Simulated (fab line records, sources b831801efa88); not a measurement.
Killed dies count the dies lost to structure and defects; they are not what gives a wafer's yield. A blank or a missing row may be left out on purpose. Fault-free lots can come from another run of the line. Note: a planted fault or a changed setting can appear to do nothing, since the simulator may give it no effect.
Matching of chambers ; flow gf180mcu ; GF_STI_CMP_25 on cmp-01: 4 sister chambers
The step polishes, stops on Si3N4, t overpolish 33 s, target thk 524.6 nm. 8 wafers are shown with their chamber, then 7 later ones without.

WAFERS PAIRED WITH THEIR CHAMBERS
wafer;chamber;time to endpoint s (s);motor current A (A)
L190.2;2;132;11.5
L190.5;3;126;12.2
L195.2;2;132;11.9
L203.2;1;119;11.2
L203.4;3;118;12.4
L203.6;0;124;12.0
L206.3;1;119;11.9
L206.5;0;123;11.8

WAFERS WITHOUT THEIR CHAMBER
wafer;time to endpoint s (s);motor current A (A)
L206.6;121;13.0
L207.2;122;12.4
L207.3;130;12.3
L207.6;124;12.0
L211.2;124;11.4
L211.3;122;12.7
L211.5;129;11.9

WHICH CHAMBER EACH ONE RAN IN
wafer;from the rows above;in truth
L206.6;can't be placed: 3 or 0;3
L207.2;can't be placed: 3 or 0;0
L207.3;can't be placed: 2 or 0 or 3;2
L207.6;can't be placed: 0 or 3 or 1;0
L211.2;can't be placed: 0 or 1 or 2 or 3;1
L211.3;can't be placed: 3 or 0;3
L211.5;can't be placed: 2 or 0 or 3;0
Correct placement for 0 of the 7. Cannot be placed on the basis of these rows: 7; the candidates contain the true chamber in 7. Placed wrongly: 0.
How it was worked out, from the rows above alone: a wafer's distance from a chamber is the root of the sum, over the readings, of the square of ((its reading less the chamber's mean) divided by the reading's scatter). The wafer belongs to the nearest chamber; if the next one is less than 2 further off, it can't be placed. For every chamber, the mean is computed from those of its wafers that are shown. How the scatter is found: for the shown wafers, subtract from each reading the mean of its chamber, square and add these, divide the total by (wafers less chambers), then take the root.
